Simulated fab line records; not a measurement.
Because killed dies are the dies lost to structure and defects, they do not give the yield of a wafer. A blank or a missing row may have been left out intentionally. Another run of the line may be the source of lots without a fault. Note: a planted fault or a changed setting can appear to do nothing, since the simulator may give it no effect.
fab line records + flow sky130
[record]
- lots = 6
- wafers = 18
- last_day = 50
route steps=708 shown LDD_HVP@285 LDD_LDN@289 PAD_OPEN@708
lots untouched by any fault: they come from a run of this same line in which no faults occurred
start_h: the number of hours between the record's first day and the start of the first shown wafer of the lot + wait_h: hours elapsed since this lot's preceding step + " the same as in the row above + L1.1+2: one row covering several wafers at once + - value missing, or start not given + * or withheld: withheld + < > ~ a bound
route shown NAME@n: a module of which the file shows steps, and the number in the route of the first + usual: mean/standard deviation of fault-free wafers + same: alike in all rows + chamber/n: place in a boat + sites: the reading at each site + _std_site: the standard deviation of these + _edge_site: inner sites' mean taken away from outer sites' mean + radius_mm: how far each site lies from the wafer's centre + mask NAME#n: copy n + behind: the tool/chamber that last shaped the wafer + hold: cause of the lot's hold/its duration in hours/its outcome + device: whichever transistor did not switch (one of n, p or np) + end of line: tests run on the same wafers once the route is complete + a step without rows: its recipe alone + killed: at the first sort, the dies lost to defects and structure; wafer yield is something else + map: a wafer's dies, marking killed ones x, the rest . and places with no die _
set.NAME: the setting that was run; set.NAME@STEP: the one run at that earlier step + model.NAME: the simulator's own value behind a step, which no gauge read
lots seen at some steps along the route; tables by step, rows by wafer
services: a tool's chamber out of use, with start hour (start_h, from the record's first day; less than 0 if before it), hours out, and reason
[[steps]]
[step SKY_LDD_HVP_OVL_MEAS_07]
[usual]
- LDD_HVP_OVL = 0.4/1.3
| lot.wafer | tool       | chamber | start_h | wait_h | LDD_HVP_OVL[nm] |
|-----------|------------|---------|---------|--------|-----------------|
| L846.2    | overlay-02 | -       | 497.66  | 0.1    | 2.1             |
| L846.4    | "          | -       | "       | "      | -0.2            |
| L846.6    | "          | -       | "       | "      | 1.1             |
| L859.2    | overlay-01 | -       | 614.41  | 0.1    | -0.5            |
| L859.5    | "          | -       | "       | "      | 0.6             |
| L859.6    | "          | -       | "       | "      | -0.5            |
| L858.1    | overlay-02 | -       | 622.81  | 0.1    | -0.2            |
| L858.3    | "          | -       | "       | "      | -0.6            |
| L858.6    | "          | -       | "       | "      | 0.7             |
| L863.3    | overlay-02 | -       | 647.17  | 0.1    | 1.2             |
| L863.4    | "          | -       | "       | "      | 3.7             |
| L863.6    | "          | -       | "       | "      | 1.9             |
| L865.1    | overlay-02 | -       | 657.20  | 0.1    | 1.3             |
| L865.2    | "          | -       | "       | "      | 0.2             |
| L865.4    | "          | -       | "       | "      | -1.1            |
| L869.3    | overlay-02 | -       | 687.48  | 0.1    | 1.6             |
| L869.4    | "          | -       | "       | "      | 0.0             |
| L869.6    | "          | -       | "       | "      | 0.5             |
[step SKY_LDD_HVP_IMPLANT_08]
[recipe]
- species = B
- energy_kev = 20
- dose_cm2 = 1.7e+13
- tilt_deg = 17.9
[step SKY_LDD_HVP_STRIP_09]
[recipe]
- chemistry = O2/N2
- power_w = 1400
- pressure_mtorr = 1500
- platen_temp_c = withheld
- o2_flow_sccm = 3000
- n2_flow_sccm = 300
- overash_fraction = 0.5
[usual]
- drypump_motor_current_A = 5.8/0.43
- oes_product_au = 0.409/0.0047
- strip_time_to_endpoint_s = 4.135/0.015
| lot.wafer | tool            | chamber | start_h | wait_h | drypump_motor_current_A | oes_product_au | rf_hours_counter_h | strip_time_to_endpoint_s |
|-----------|-----------------|---------|---------|--------|-------------------------|----------------|--------------------|--------------------------|
| L846.2    | plasma_asher-01 | 1       | 497.84  | 0.1    | 5.4                     | 0.401          | 38                 | 4.139                    |
| L846.4    | "               | 0       | "       | "      | 4.9                     | 0.406          | -                  | 4.133                    |
| L846.6    | "               | 0       | "       | "      | 4.9                     | 0.415          | -                  | 4.155                    |
| L859.2    | plasma_asher-01 | 0       | 614.59  | 0.1    | 5.0                     | 0.419          | 50                 | 4.123                    |
| L859.5    | "               | 0       | "       | "      | 5.0                     | 0.403          | -                  | 4.142                    |
| L859.6    | "               | 1       | "       | "      | 5.4                     | 0.404          | -                  | 4.136                    |
| L858.1    | plasma_asher-02 | 0       | 622.99  | 0.1    | 5.9                     | 0.402          | 17                 | 4.152                    |
| L858.3    | "               | 0       | "       | "      | 5.8                     | 0.402          | -                  | 4.131                    |
| L858.6    | "               | 0       | "       | "      | 5.8                     | 0.407          | -                  | 4.124                    |
| L863.3    | plasma_asher-01 | 1       | 647.38  | 0.1    | 5.4                     | 0.409          | -                  | 4.146                    |
| L863.4    | "               | 0       | "       | "      | 4.9                     | 0.416          | -                  | 4.162                    |
| L863.6    | "               | 1       | "       | "      | 5.4                     | 0.408          | -                  | 4.144                    |
| L865.1    | plasma_asher-03 | 0       | 657.39  | 0.1    | 6.1                     | 0.408          | 86                 | 4.108                    |
| L865.2    | "               | 1       | "       | "      | 6.3                     | 0.408          | 86                 | 4.130                    |
| L865.4    | "               | 0       | "       | "      | 6.1                     | 0.408          | -                  | 4.115                    |
| L869.3    | plasma_asher-03 | 1       | 687.69  | 0.1    | 6.3                     | 0.413          | -                  | 4.123                    |
| L869.4    | "               | 0       | "       | "      | 6.2                     | 0.399          | -                  | 4.117                    |
| L869.6    | "               | 1       | "       | "      | 6.3                     | 0.396          | -                  | 4.141                    |
[step SKY_LDD_HVP_TW_MEAS_10]
[usual]
- LDD_HVP_TW = 459.3/2.1
| lot.wafer | tool          | chamber | start_h | wait_h | LDD_HVP_TW |
|-----------|---------------|---------|---------|--------|------------|
| L846.2    | film_metro-04 | -       | 497.95  | 0.1    | 460.7      |
| L846.4    | "             | -       | "       | "      | 461.5      |
| L846.6    | "             | -       | "       | "      | 460.8      |
| L859.2    | film_metro-04 | -       | 614.70  | 0.1    | 460.6      |
| L859.5    | "             | -       | "       | "      | 458.2      |
| L859.6    | "             | -       | "       | "      | 460.3      |
| L858.1    | film_metro-04 | -       | 623.09  | 0.1    | 458.0      |
| L858.3    | "             | -       | "       | "      | 459.1      |
| L858.6    | "             | -       | "       | "      | 458.9      |
| L863.3    | film_metro-02 | -       | 647.46  | 0.1    | 464.4      |
| L863.4    | "             | -       | "       | "      | 462.2      |
| L863.6    | "             | -       | "       | "      | 461.7      |
| L865.1    | film_metro-04 | -       | 657.49  | 0.1    | 455.5      |
| L865.2    | "             | -       | "       | "      | 457.9      |
| L865.4    | "             | -       | "       | "      | 457.6      |
| L869.3    | film_metro-02 | -       | 687.77  | 0.1    | 461.2      |
| L869.4    | "             | -       | "       | "      | 460.2      |
| L869.6    | "             | -       | "       | "      | 463.4      |
[step SKY_LDD_LDN_DEHYDRATE_00]
[recipe]
- temp_c = 200
- time_s = 60
[step SKY_LDD_LDN_HMDS_01]
[recipe]
- prime_time_s = 60
- prime_temp_c = 120
[step SKY_LDD_LDN_COAT_02]
[recipe]
- resist = NOVOLAK
- spin_rpm = 3000
- resist_thk_nm = 1140
[step SKY_LDD_LDN_SOFTBAKE_03]
[recipe]
- temp_c = 90
- time_s = 60
- resist = NOVOLAK
[step SKY_LDD_LDN_EXPOSE_04]
[recipe]
- mask_id = LDNTM
- na = 0.6
- source_shape = conventional
- sigma_outer = 0.6
- polarization = unpolarized
- target_cd_nm = 700
- dose_mj = 140
[step SKY_LDD_LDN_PEB_05]
[recipe]
- temp_c = withheld
- time_s = *
- resist = NOVOLAK
[step SKY_LDD_LDN_DEVELOP_06]
[recipe]
- resist = NOVOLAK
- developer = TMAH
- develop_time_s = 60
- dev_temp_c = 23
[step SKY_LDD_LDN_OVL_MEAS_07]
[usual]
- LDD_LDN_OVL = 0.5/1.5
| lot.wafer | tool       | chamber | start_h | wait_h | LDD_LDN_OVL[nm] |
|-----------|------------|---------|---------|--------|-----------------|
| L846.2    | overlay-01 | -       | 528.66  | 0.1    | -2.8            |
| L846.4    | "          | -       | "       | "      | -0.9            |
| L846.6    | "          | -       | "       | "      | -0.9            |
| L859.2    | overlay-02 | -       | 643.52  | 0.1    | 3.4             |
| L859.5    | "          | -       | "       | "      | 1.5             |
| L859.6    | "          | -       | "       | "      | 3.5             |
| L858.1    | overlay-02 | -       | 651.75  | 0.1    | 1.1             |
| L858.3    | "          | -       | "       | "      | 1.1             |
| L858.6    | "          | -       | "       | "      | 0.6             |
| L863.3    | overlay-02 | -       | 675.68  | 0.1    | 1.3             |
| L863.4    | "          | -       | "       | "      | 1.1             |
| L863.6    | "          | -       | "       | "      | 1.4             |
| L865.1    | overlay-02 | -       | 686.27  | 0.1    | 2.6             |
| L865.2    | "          | -       | "       | "      | 0.3             |
| L865.4    | "          | -       | "       | "      | 1.8             |
| L869.3    | overlay-01 | -       | 715.61  | 0.1    | 0.3             |
| L869.4    | "          | -       | "       | "      | 0.0             |
| L869.6    | "          | -       | "       | "      | 1.2             |
[step SKY_LDD_LDN_IMPLANT_08]
[recipe]
- species = As
- energy_kev = 15
- dose_cm2 = 1.25e+13
- tilt_deg = withheld
- rotation_deg = 23
[usual]
- beam_energy_keV = 15.000/0.0046
- faraday_current_uA = 70.5/1.5
| lot.wafer | tool         | chamber | start_h | wait_h | beam_energy_keV | faraday_current_uA | model.implant.rp_nm | model.implant.drp_nm |
|-----------|--------------|---------|---------|--------|-----------------|--------------------|---------------------|----------------------|
| L846.2    | implanter-04 | 0       | 528.71  | 0.0    | 14.995          | 68.9               | 12.94               | 5.933                |
| L846.4    | "            | 0       | "       | "      | 14.997          | 70.3               | 12.94               | 5.933                |
| L846.6    | "            | 0       | "       | "      | 14.995          | 72.0               | 12.94               | 5.933                |
| L859.2    | implanter-03 | 0       | 643.58  | 0.0    | 15.000          | 70.7               | 13.25               | 5.933                |
| L859.5    | "            | 0       | "       | "      | 14.998          | 71.5               | 13.25               | 5.933                |
| L859.6    | "            | 0       | "       | "      | 14.989          | 71.6               | 13.25               | 5.933                |
| L858.1    | implanter-01 | 0       | 651.79  | 0.0    | 14.995          | 70.9               | 12.55               | 5.933                |
| L858.3    | "            | 0       | "       | "      | 15.001          | 69.3               | 12.55               | 5.933                |
| L858.6    | "            | 0       | "       | "      | 15.000          | 70.7               | 12.55               | 5.933                |
| L863.3    | implanter-03 | 0       | 675.75  | 0.1    | 14.995          | 70.7               | 13.01               | 5.933                |
| L863.4    | "            | 0       | "       | "      | 14.992          | 70.5               | 13.01               | 5.933                |
| L863.6    | "            | 0       | "       | "      | 14.997          | 70.9               | 13.01               | 5.933                |
| L865.1    | implanter-01 | 0       | 686.30  | 0.0    | 20.173          | 70.5               | 15.63               | 7.255                |
| L865.2    | "            | 0       | "       | "      | 20.174          | 70.4               | 15.63               | 7.255                |
| L865.4    | "            | 0       | "       | "      | 20.177          | 68.5               | 15.63               | 7.255                |
| L869.3    | implanter-01 | 0       | 715.69  | 0.1    | 20.170          | 69.1               | 15.3                | 7.255                |
| L869.4    | "            | 0       | "       | "      | 20.169          | 71.7               | 15.3                | 7.255                |
| L869.6    | "            | 0       | "       | "      | 20.172          | 69.9               | 15.3                | 7.255                |
[step SKY_LDD_LDN_IMPLANT_09]
[recipe]
- species = As
- energy_kev = 15
- dose_cm2 = 1.25e+13
- tilt_deg = withheld
- rotation_deg = 113
[step SKY_LDD_LDN_IMPLANT_10]
[recipe]
- species = As
- energy_kev = 15
- dose_cm2 = 1.25e+13
- tilt_deg = withheld
- rotation_deg = 203
[step SKY_LDD_LDN_IMPLANT_11]
[recipe]
- species = As
- energy_kev = 15
- dose_cm2 = 1.25e+13
- tilt_deg = withheld
- rotation_deg = 293
[step SKY_LDD_LDN_STRIP_12]
[recipe]
- chemistry = O2/N2
- power_w = 1400
- pressure_mtorr = 1500
- platen_temp_c = withheld
- o2_flow_sccm = 3000
- n2_flow_sccm = 300
- overash_fraction = 0.5
[usual]
- drypump_motor_current_A = 5.5/0.36
- oes_product_au = 0.715/0.0048
- strip_time_to_endpoint_s = 14.18/0.04
| lot.wafer | tool            | chamber | start_h | wait_h | drypump_motor_current_A | oes_product_au | rf_hours_counter_h | strip_time_to_endpoint_s |
|-----------|-----------------|---------|---------|--------|-------------------------|----------------|--------------------|--------------------------|
| L846.2    | plasma_asher-01 | 0       | 529.29  | 0.1    | 5.0                     | 0.708          | 41                 | 14.19                    |
| L846.4    | "               | 0       | "       | "      | 5.0                     | 0.708          | -                  | 14.20                    |
| L846.6    | "               | 1       | "       | "      | 5.5                     | 0.719          | -                  | 14.22                    |
| L859.2    | plasma_asher-01 | 0       | 644.15  | 0.1    | 4.9                     | 0.708          | 53                 | 14.13                    |
| L859.5    | "               | 0       | "       | "      | 4.9                     | 0.710          | -                  | 14.15                    |
| L859.6    | "               | 1       | "       | "      | 5.4                     | 0.712          | -                  | 14.13                    |
| L858.1    | plasma_asher-04 | 1       | 652.39  | 0.1    | 5.6                     | 0.705          | 90                 | 14.17                    |
| L858.3    | "               | 0       | "       | "      | 6.0                     | 0.715          | -                  | 14.19                    |
| L858.6    | "               | 0       | "       | "      | 6.0                     | 0.711          | -                  | 14.20                    |
| L863.3    | plasma_asher-01 | 0       | 676.33  | 0.1    | 4.9                     | 0.719          | -                  | 14.17                    |
| L863.4    | "               | 1       | "       | "      | 5.4                     | 0.716          | -                  | 14.16                    |
| L863.6    | "               | 0       | "       | "      | 4.9                     | 0.716          | -                  | 14.20                    |
| L865.1    | plasma_asher-02 | 1       | 686.90  | 0.1    | 5.8                     | 0.714          | 24                 | 14.21                    |
| L865.2    | "               | 0       | "       | "      | 5.8                     | 0.720          | 24                 | 14.22                    |
| L865.4    | "               | 1       | "       | "      | 5.8                     | 0.714          | -                  | 14.19                    |
| L869.3    | plasma_asher-02 | 0       | 716.27  | 0.1    | 5.8                     | 0.721          | -                  | 14.17                    |
| L869.4    | "               | 1       | "       | "      | 5.8                     | 0.708          | -                  | 14.14                    |
| L869.6    | "               | 1       | "       | "      | 5.8                     | 0.716          | -                  | 14.15                    |
[step SKY_LDD_LDN_TW_MEAS_13]
[usual]
- LDD_LDN_TW = 1499/9.9
| lot.wafer | tool          | chamber | start_h | wait_h | LDD_LDN_TW |
|-----------|---------------|---------|---------|--------|------------|
| L846.2    | film_metro-02 | -       | 529.40  | 0.1    | 1493       |
| L846.4    | "             | -       | "       | "      | 1490       |
| L846.6    | "             | -       | "       | "      | 1489       |
| L859.2    | film_metro-01 | -       | 644.26  | 0.1    | 1514       |
| L859.5    | "             | -       | "       | "      | 1509       |
| L859.6    | "             | -       | "       | "      | 1512       |
| L858.1    | film_metro-02 | -       | 652.49  | 0.1    | 1489       |
| L858.3    | "             | -       | "       | "      | 1497       |
| L858.6    | "             | -       | "       | "      | 1501       |
| L863.3    | film_metro-01 | -       | 676.42  | 0.1    | 1510       |
| L863.4    | "             | -       | "       | "      | 1511       |
| L863.6    | "             | -       | "       | "      | 1503       |
| L865.1    | film_metro-01 | -       | 687.00  | 0.1    | 1538       |
| L865.2    | "             | -       | "       | "      | 1545       |
| L865.4    | "             | -       | "       | "      | 1540       |
| L869.3    | film_metro-02 | -       | 716.36  | 0.1    | 1521       |
| L869.4    | "             | -       | "       | "      | 1530       |
| L869.6    | "             | -       | "       | "      | 1532       |
[step SKY_LDD_LDN_CLEAN_14]
[recipe]
- chemistry = SC1/SC2
- mix = 1:4:20
- temp_c = 70
- time_s = 150
- dry = n2_spin
[step SKY_PAD_OPEN_PROBE_99]
[usual]
- killed_at_M0_to_M3 = 44/6.5
- killed_at_M4_up = 3.0/1.5
- killed_at_contacts = 25/5.1
- killed_at_front_end = 14/4.1
- killed_at_other = 0.3/0.57
- killed_dies = 87/9.5
- killed_open = 48/6.8
- killed_short = 39/6.2
[same]
- gross_dies = 492
- killed_at_back_side = 0
| lot.wafer | tool      | chamber | start_h | wait_h | killed_at_M0_to_M3 | killed_at_M4_up | killed_at_contacts | killed_at_front_end | killed_at_other | killed_dies | killed_open | killed_short | model.etest.tip_sonos.rs_ohm_sq |
|-----------|-----------|---------|---------|--------|--------------------|-----------------|--------------------|---------------------|-----------------|-------------|-------------|--------------|---------------------------------|
| L846.2    | prober-02 | -       | 1076.20 | 0.1    | 51                 | 3               | 12                 | 28                  | 0               | 94          | 55          | 38           | 2767                            |
| L846.4    | prober-02 | -       | 1076.30 | 0.2    | 44                 | 1               | 18                 | 12                  | 0               | 75          | 40          | 34           | 2801                            |
| L846.6    | prober-02 | -       | 1076.40 | 0.2    | 44                 | 4               | 18                 | 12                  | 0               | 78          | 43          | 35           | 2762                            |
| L859.2    | prober-02 | -       | 1159.29 | 0.1    | 41                 | 0               | 16                 | 14                  | 0               | 71          | 45          | 26           | 2640                            |
| L859.5    | prober-02 | -       | 1159.44 | 0.2    | 44                 | 2               | 26                 | 16                  | 0               | 88          | 54          | 34           | 2607                            |
| L859.6    | prober-02 | -       | 1159.49 | 0.2    | 46                 | 3               | 20                 | 21                  | 0               | 90          | 47          | 43           | 2603                            |
| L858.1    | prober-01 | -       | 1163.46 | 0.1    | 46                 | 4               | 24                 | 15                  | 0               | 89          | 54          | 33           | 2701                            |
| L858.3    | prober-01 | -       | 1163.56 | 0.2    | 41                 | 0               | 22                 | 16                  | 0               | 79          | 43          | 36           | 2706                            |
| L858.6    | prober-01 | -       | 1163.71 | 0.2    | 57                 | 1               | 24                 | 11                  | 2               | 95          | 50          | 45           | 2734                            |
| L863.3    | prober-01 | -       | 1179.83 | 0.2    | 39                 | 2               | 31                 | 19                  | 1               | 92          | 51          | 41           | 2709                            |
| L863.4    | prober-01 | -       | 1179.88 | 0.2    | 40                 | 4               | 26                 | 15                  | 0               | 85          | 48          | 35           | 2716                            |
| L863.6    | prober-01 | -       | 1179.98 | 0.2    | 37                 | 3               | 24                 | 19                  | 2               | 85          | 43          | 39           | 2733                            |
| L865.1    | prober-02 | -       | 1183.55 | 0.1    | 43                 | 2               | 31                 | 6                   | 1               | 83          | 48          | 35           | 2408                            |
| L865.2    | prober-02 | -       | 1183.60 | 0.1    | 46                 | 4               | 20                 | 11                  | 0               | 81          | 42          | 39           | 2426                            |
| L865.4    | prober-02 | -       | 1183.70 | 0.2    | 44                 | 4               | 21                 | 11                  | 0               | 80          | 44          | 36           | 2434                            |
| L869.3    | prober-01 | -       | 1200.20 | 0.2    | 51                 | 1               | 32                 | 15                  | 0               | 99          | 48          | 51           | 2461                            |
| L869.4    | prober-01 | -       | 1200.25 | 0.2    | 46                 | 2               | 23                 | 3                   | 0               | 74          | 40          | 34           | 2506                            |
| L869.6    | prober-01 | -       | 1200.35 | 0.2    | 50                 | 4               | 30                 | 10                  | 0               | 94          | 55          | 39           | 2486                            |
// killed by level:class
L846.2 VIA1:geometric_particle:open=13 FIELD_ISO:geometric_particle:open=7 CONTACT:geometric_particle:open=7 FIELD_ISO:geometric_particle:short=6 VIA2:geometric_particle:open=6 METAL1:geometric_particle:short=5 VIA3:geometric_particle:short=5 VIA3:geometric_particle:open=5
L846.4 VIA2:geometric_particle:open=11 LI_CONTACT:geometric_particle:open=6 METAL2:geometric_particle:short=6 VIA1:geometric_particle:open=6 POLY_GATE:geometric_particle:short=5 CONTACT:geometric_particle:open=5 VIA1:geometric_particle:short=5 CONTACT:geometric_particle:short=4
L846.6 VIA1:geometric_particle:open=10 CONTACT:geometric_particle:open=10 FIELD_ISO:geometric_particle:short=6 VIA3:geometric_particle:open=6 VIA3:geometric_particle:short=6 VIA1:geometric_particle:short=4 VIA2:geometric_particle:open=4 METAL3:geometric_particle:short=4
L859.2 VIA1:geometric_particle:open=11 VIA3:geometric_particle:open=8 CONTACT:geometric_particle:open=7 LI_CONTACT:geometric_particle:open=6 METAL2:geometric_particle:short=4 FIELD_ISO:geometric_particle:open=3 POLY_GATE:geometric_particle:short=3 POLY_GATE:geometric_particle:open=3
L859.5 CONTACT:geometric_particle:open=13 VIA1:geometric_particle:open=13 FIELD_ISO:geometric_particle:open=7 METAL3:geometric_particle:short=6 VIA1:geometric_particle:short=5 LI_CONTACT:geometric_particle:open=4 LOCAL_INTERCONNECT:geometric_particle:short=4 METAL1:geometric_particle:short=3
L859.6 CONTACT:geometric_particle:open=10 METAL1:geometric_particle:short=9 VIA3:geometric_particle:open=7 VIA2:geometric_particle:open=7 VIA1:geometric_particle:open=7 FIELD_ISO:geometric_particle:short=6 POLY_GATE:geometric_particle:short=6 METAL2:geometric_particle:short=6
L858.1 VIA3:geometric_particle:open=10 LI_CONTACT:geometric_particle:open=9 VIA1:geometric_particle:open=9 CONTACT:geometric_particle:open=8 VIA2:geometric_particle:open=7 VIA2:geometric_particle:short=5 METAL1:geometric_particle:short=5 POLY_GATE:geometric_particle:open=4
L858.3 CONTACT:geometric_particle:open=13 VIA1:geometric_particle:open=10 METAL1:geometric_particle:short=6 VIA3:geometric_particle:open=5 METAL1:geometric_particle:open=4 VIA1:geometric_particle:short=4 VIA2:geometric_particle:open=4 FIELD_ISO:geometric_particle:short=3
L858.6 VIA1:geometric_particle:open=21 METAL2:geometric_particle:short=10 LOCAL_INTERCONNECT:geometric_particle:short=8 LI_CONTACT:geometric_particle:open=7 POLY_GATE:geometric_particle:short=6 CONTACT:geometric_particle:open=6 VIA1:geometric_particle:short=6 VIA2:geometric_particle:open=6
L863.3 VIA1:geometric_particle:open=15 CONTACT:geometric_particle:open=14 FIELD_ISO:geometric_particle:open=5 LI_CONTACT:geometric_particle:open=5 LOCAL_INTERCONNECT:geometric_particle:short=5 VIA3:geometric_particle:short=5 METAL2:geometric_particle:short=5 FIELD_ISO:geometric_particle:short=4
L863.4 CONTACT:geometric_particle:open=12 LI_CONTACT:geometric_particle:open=8 VIA1:geometric_particle:open=8 VIA3:geometric_particle:open=7 FIELD_ISO:geometric_particle:short=5 METAL1:geometric_particle:short=5 VIA1:geometric_particle:short=5 VIA2:geometric_particle:open=4
L863.6 CONTACT:geometric_particle:open=8 VIA1:geometric_particle:open=8 CONTACT:geometric_particle:short=7 VIA2:geometric_particle:open=6 FIELD_ISO:geometric_particle:short=5 FIELD_ISO:geometric_particle:open=5 VIA1:geometric_particle:short=5 METAL2:geometric_particle:short=5
L865.1 LI_CONTACT:geometric_particle:open=11 CONTACT:geometric_particle:open=11 VIA1:geometric_particle:open=7 VIA3:geometric_particle:open=7 METAL2:geometric_particle:short=6 METAL1:geometric_particle:short=6 VIA2:geometric_particle:open=5 CONTACT:geometric_particle:short=4
L865.2 VIA1:geometric_particle:open=10 LI_CONTACT:geometric_particle:open=8 VIA2:geometric_particle:open=7 VIA1:geometric_particle:short=6 CONTACT:geometric_particle:open=5 METAL2:geometric_particle:short=5 VIA3:geometric_particle:open=5 POLY_GATE:geometric_particle:short=4
L865.4 VIA1:geometric_particle:open=13 CONTACT:geometric_particle:open=12 VIA3:geometric_particle:open=8 VIA3:geometric_particle:short=7 VIA1:geometric_particle:short=5 METAL4:geometric_particle:short=4 FIELD_ISO:geometric_particle:open=3 CONTACT:geometric_particle:short=3
L869.3 CONTACT:geometric_particle:open=10 VIA1:geometric_particle:open=10 CONTACT:geometric_particle:short=9 METAL2:geometric_particle:short=8 VIA3:geometric_particle:open=7 VIA3:geometric_particle:short=6 LI_CONTACT:geometric_particle:open=6 METAL1:geometric_particle:short=6
L869.4 VIA1:geometric_particle:open=10 CONTACT:geometric_particle:open=9 METAL2:geometric_particle:short=7 METAL1:geometric_particle:short=6 LI_CONTACT:geometric_particle:short=5 LI_CONTACT:geometric_particle:open=5 VIA3:geometric_particle:short=4 VIA2:geometric_particle:open=4
L869.6 CONTACT:geometric_particle:open=16 VIA1:geometric_particle:open=13 METAL2:geometric_particle:short=9 VIA1:geometric_particle:short=8 VIA3:geometric_particle:open=7 LI_CONTACT:geometric_particle:open=6 FIELD_ISO:geometric_particle:open=4 CONTACT:geometric_particle:short=4
[[services]]
| tool            | chamber | start_h | hours | kind   |
|-----------------|---------|---------|-------|--------|
| plasma_asher-04 | -       | 476.09  | 2.2   | repair |
| implanter-03    | -       | 522.86  | 3.1   | pm     |
| implanter-04    | -       | 523.48  | 4.8   | repair |
| plasma_asher-03 | -       | 536.96  | 2.8   | pm     |
| implanter-01    | -       | 548.72  | 3.2   | repair |
| implanter-01    | -       | 554.64  | 0.9   | repair |
| implanter-03    | -       | 558.99  | 8.2   | repair |
| implanter-01    | -       | 566.78  | 1.1   | repair |
| implanter-04    | -       | 569.66  | 3.0   | pm     |
| implanter-03    | -       | 569.94  | 11.3  | pm     |
| implanter-01    | -       | 590.88  | 2.7   | repair |
| plasma_asher-02 | -       | 604.87  | 2.8   | pm     |
| implanter-01    | -       | 612.88  | 2.7   | repair |
| implanter-03    | -       | 623.37  | 1.1   | repair |
| implanter-04    | -       | 628.73  | 8.6   | repair |
| implanter-01    | -       | 662.89  | 1.2   | repair |
| plasma_asher-01 | -       | 663.86  | 1.5   | repair |
| implanter-01    | -       | 664.40  | 3.0   | pm     |
[[key]]
[first_sign]
- step = SKY_LDD_LDN_IMPLANT_08
- reading = beam_energy_keV
- direction = up
- sigmas = 99+
- usual = *
- struck = *
[effect]
- step = SKY_LDD_LDN_TW_MEAS_13
- reading = LDD_LDN_TW
- direction = up
- sigmas = 3.6
- usual = 1499
- struck = 1534
[model_effect]
- step = SKY_LDD_LDN_IMPLANT_08
- value = implant.rp_nm
- without = 12.52
- struck = 15.47
[model_effect]
- step = SKY_PAD_OPEN_PROBE_99
- value = etest.tip_sonos.rs_ohm_sq
- without = 2673
- struck = 2453
met_at SKY_LDD_LDN_IMPLANT_08
struck_wafers L865.1,L865.2,L865.4,L869.3,L869.4,L869.6
tester_left_out L865,L869
onset_between 651.79 686.30
[fault]
- kind = process_parameter_drift
- tool = implanter-01
- chamber = -
- onset_h = 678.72
- steps = SKY_LDD_LDN_IMPLANT_08
- channel = energy_kev
- offset = *
- shape = step
- end_h = 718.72
- acts_in = *
- stated = *
// tester_left_out: of these lots the tester's yield and bins aren't shown, on N5 and GAA mostly nor the transistor test; their killed dies are dies lost to structure and defects alone, not to doping, threshold or leakage, so they don't give the yield
